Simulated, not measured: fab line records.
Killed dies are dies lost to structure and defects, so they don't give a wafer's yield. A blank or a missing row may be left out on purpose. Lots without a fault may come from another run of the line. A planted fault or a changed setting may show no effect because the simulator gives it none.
A struck lot beside a sound one ; flow sky130 ; 42 out of 708 route steps
Sound: wafers L182.4, L182.5, L182.6. Struck: wafer L170.2. (L170.1, L170.6 of the same lot were not struck and are left out.) The cause comes at the end.
At each step with rows: each side's tool, then ch and its chambers, then its first start. Under that, the readings that differ: sound wafers ; struck wafers ; difference of the means ; sigmas: that difference in standard deviations of wafers without a fault.
alike: same words and numbers on both sides, and readings whose means sit less than 2 such deviations apart. not compared: any withheld reading, any reading some wafer has no value for, any bound like >300 that may hide the same value, and any number with overlapping values for which the record gives no deviation.
Wherever a step has rows on one side only, a row that says differs or no value, or a row with sigmas, the two part there. Numbers that have no deviation but don't overlap get no sigmas and don't part them. A reading that every wafer of one side lacks parts them only if that side has two wafers or more.

SKY_PWDE_TW_MEAS_10:
  struck on film-metro-02, day 5 18:39; sound on film-metro-01, day 8 10:50
reading;sound;struck;difference;sigmas
PWDE_TW;374 372 373;386;+13;+2
then, 7 steps without rows for these wafers: SKY_NWELL_DEHYDRATE_03 (time 60 s); SKY_NWELL_HMDS_04 (prime time 60 s); SKY_NWELL_COAT_05 (resist thk 3000 nm); SKY_NWELL_SOFTBAKE_06; SKY_NWELL_EXPOSE_07 (exposes mask NWM, target cd 840 nm); SKY_NWELL_PEB_08; SKY_NWELL_DEVELOP_09 (develop time 60 s).
SKY_NWELL_OVL_MEAS_10:
  struck on overlay-01, day 6 13:07; sound on overlay-02, day 9 08:32
  alike: NWELL_00_OVL
then, 3 steps without rows for these wafers: SKY_NWELL_IMPLANT_11; SKY_NWELL_IMPLANT_12; SKY_NWELL_IMPLANT_13.
SKY_NWELL_STRIP_14: strips in O2/N2.
  sound on plasma-asher-01 ch 0,1, day 9 09:02; struck on plasma-asher-02 ch 0, day 6 13:36
reading;sound;struck;difference;sigmas
chamber-pressure-mTorr (mTorr);1500.4 1500.0 1500.8;1497.0;-3.4;-3
drypump-motor-current-A (A);4.9 5.0 5.5;6.2;+1.1;+2
rf-hours-counter-h (h);- - -;47;no value on the sound wafers;
  alike: oes-product-au, strip-time-to-endpoint-s
SKY_NWELL_TW_MEAS_15:
  struck on film-metro-01, day 6 13:42; sound on film-metro-03, day 9 09:08
  alike: NWELL_TW
then, 7 steps without rows for these wafers: SKY_NWELL_DEHYDRATE_16 (time 60 s); SKY_NWELL_HMDS_17 (prime time 60 s); SKY_NWELL_COAT_18 (resist thk 3000 nm); SKY_NWELL_SOFTBAKE_19; SKY_NWELL_EXPOSE_20 (exposes mask NWM COMPLEMENT, target cd 840 nm); SKY_NWELL_PEB_21; SKY_NWELL_DEVELOP_22 (develop time 60 s).
SKY_NWELL_OVL_MEAS_23:
  struck on overlay-02, day 7 08:51; sound on overlay-02, day 10 07:37
  alike: NWELL_01_OVL
then, 1 step without rows for these wafers: SKY_NWELL_IMPLANT_24.
SKY_NWELL_STRIP_25: strips in O2/N2.
  sound on plasma-asher-01 ch 0,1, day 10 07:49; struck on plasma-asher-01 ch 1, day 7 09:02
reading;sound;struck;difference;sigmas
rf-hours-counter-h (h);- - -;46;no value on the sound wafers;
strip-time-to-endpoint-s (s);37.04 37.02 36.99;36.76;-0.26;-3
  alike: chamber-pressure-mTorr, drypump-motor-current-A, oes-product-au
SKY_NWELL_TW_MEAS_26:
  struck on film-metro-01, day 7 09:08; sound on film-metro-01, day 10 07:55
  alike: NWELL_2_TW
then, 1 step without rows for these wafers: SKY_NWELL_CLEAN_27 (cleans in SC1/SC2, time 150 s).
SKY_NWELL_RTA_28: time 30 s.
  sound on rtp-anneal-02 ch 0, day 10 08:06; struck on rtp-anneal-01 ch 0, day 7 09:15
  alike: anneal-temp-c-max, lamp-power-pct, wafer_temp_C_max
SKY_NWELL_RS_MEAS_29: the measuring method here is four-point-probe.
  struck on film-metro-03, day 7 09:21; sound on film-metro-03, day 10 08:13
  alike: NWELL_RS
SKY_NWELL_RS_MEAS_31: the measuring method here is four-point-probe.
  struck on film-metro-03, day 7 09:35; sound on film-metro-03, day 10 08:27
  alike: PWDE_RS
then, 7 steps without rows for these wafers: SKY_VT_ADJUST_HVTP_DEHYDRATE_00 (time 60 s); SKY_VT_ADJUST_HVTP_HMDS_01 (prime time 60 s); SKY_VT_ADJUST_HVTP_COAT_02 (resist thk 1140 nm); SKY_VT_ADJUST_HVTP_SOFTBAKE_03 (time 60 s); SKY_VT_ADJUST_HVTP_EXPOSE_04 (exposes mask HVTPM, target cd 380 nm); SKY_VT_ADJUST_HVTP_PEB_05; SKY_VT_ADJUST_HVTP_DEVELOP_06 (develop time 60 s).
SKY_VT_ADJUST_HVTP_CD_MEAS_07 targets a cd of 380 nm.
  struck on cd-sem-02, day 8 05:28; sound on cd-sem-01, day 11 08:22
reading;sound;struck;difference;sigmas
cd-nm (nm);377.2 376.2 378.8;383.8;+6.4;+2
SKY_VT_ADJUST_HVTP_OVL_MEAS_08:
  struck on overlay-02, day 8 05:35; sound on overlay-02, day 11 08:27
reading;sound;struck;difference;sigmas
VT_ADJUST_HVTP_OVL (nm);3.0 3.3 3.5;-0.2;-3.5;-3
then, 1 step without rows for these wafers: SKY_VT_ADJUST_HVTP_IMPLANT_09.
SKY_VT_ADJUST_HVTP_STRIP_10: strips in O2/N2.
  sound on plasma-asher-02 ch 0,1, day 11 08:39; struck on plasma-asher-04 ch 0, day 8 05:46
reading;sound;struck;difference;sigmas
rf-hours-counter-h (h);- - -;34;no value on the sound wafers;
  alike: chamber-pressure-mTorr, drypump-motor-current-A, oes-product-au, strip-time-to-endpoint-s
SKY_VT_ADJUST_HVTP_TW_MEAS_11:
  struck on film-metro-04, day 8 05:52; sound on film-metro-02, day 11 08:45
  alike: VT_ADJUST_HVTP_TW
-- here the record skips 40 days between the struck wafers' starts before and after, leaving off in module VT_ADJUST_HVTP and picking up in module PAD_OPEN (first step shown: number 708 of the route) --
SKY_PAD_OPEN_PROBE_99:
  only the struck wafers here have rows in the record (prober-02, day 47 20:06); the sound ones have none

## WHERE THEY PART
Last at SKY_PAD_OPEN_PROBE_99 as far as this record goes, first at SKY_PWDE_TW_MEAS_10.

WHY: what the simulator had put in
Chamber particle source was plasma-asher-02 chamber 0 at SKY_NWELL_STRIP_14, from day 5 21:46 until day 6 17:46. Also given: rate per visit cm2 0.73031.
